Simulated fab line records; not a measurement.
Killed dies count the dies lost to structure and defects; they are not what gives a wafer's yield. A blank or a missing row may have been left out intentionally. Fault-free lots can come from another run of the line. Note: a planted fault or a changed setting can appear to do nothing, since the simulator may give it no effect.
Which tool was responsible? | flow sky130 | route of 708 steps, sampled at 1 step: 6 lots, 18 wafers

WHAT THE GAUGES READ, wafer by wafer
SKY_CAPM_RS_MEAS_03: measurement is done with a four-point probe.
lot  | measured     | on            | CAPM_TIN_RS (ohm/sq)
L983 | day 37 04:01 | film metro-03 | 6.92 6.92 6.93
L989 | day 38 15:27 | film metro-02 | 6.88 6.87 6.89
L992 | day 39 07:03 | film metro-03 | 6.95 6.92 6.94
L994 | day 39 23:45 | film metro-02 | 6.93 6.87 6.82
L999 | day 41 15:34 | film metro-04 | 6.98 6.95 6.93
L105 | day 43 06:06 | film metro-02 | 6.86 6.83 6.85

WHAT TOOL EACH LOT RAN ON (gives the tool, then ch and the chambers of the sampled wafers, and finally the start)
No process step before these readings appears in the record.

THE ANSWER, worked out from the rows above alone
Rule: the lots themselves supply what counts as usual. The widest of any qualifying gaps counts: lots, ordered by their means at a reading, are off when they make up no more than a third of the lots, leave a main group of 4 or more, and stand apart from it by 3 or more times the standard deviation of that group's means. If all means in a main group match to the digits the tables above print for the reading, that group is not used. A lot without any number at a reading at which 4 lots or more have one is off too. The other lots that the step has rows for count as sound.
Nothing can be told from this: no lot is off at any reading shown.

WHAT WAS PUT IN BY THE SIMULATOR
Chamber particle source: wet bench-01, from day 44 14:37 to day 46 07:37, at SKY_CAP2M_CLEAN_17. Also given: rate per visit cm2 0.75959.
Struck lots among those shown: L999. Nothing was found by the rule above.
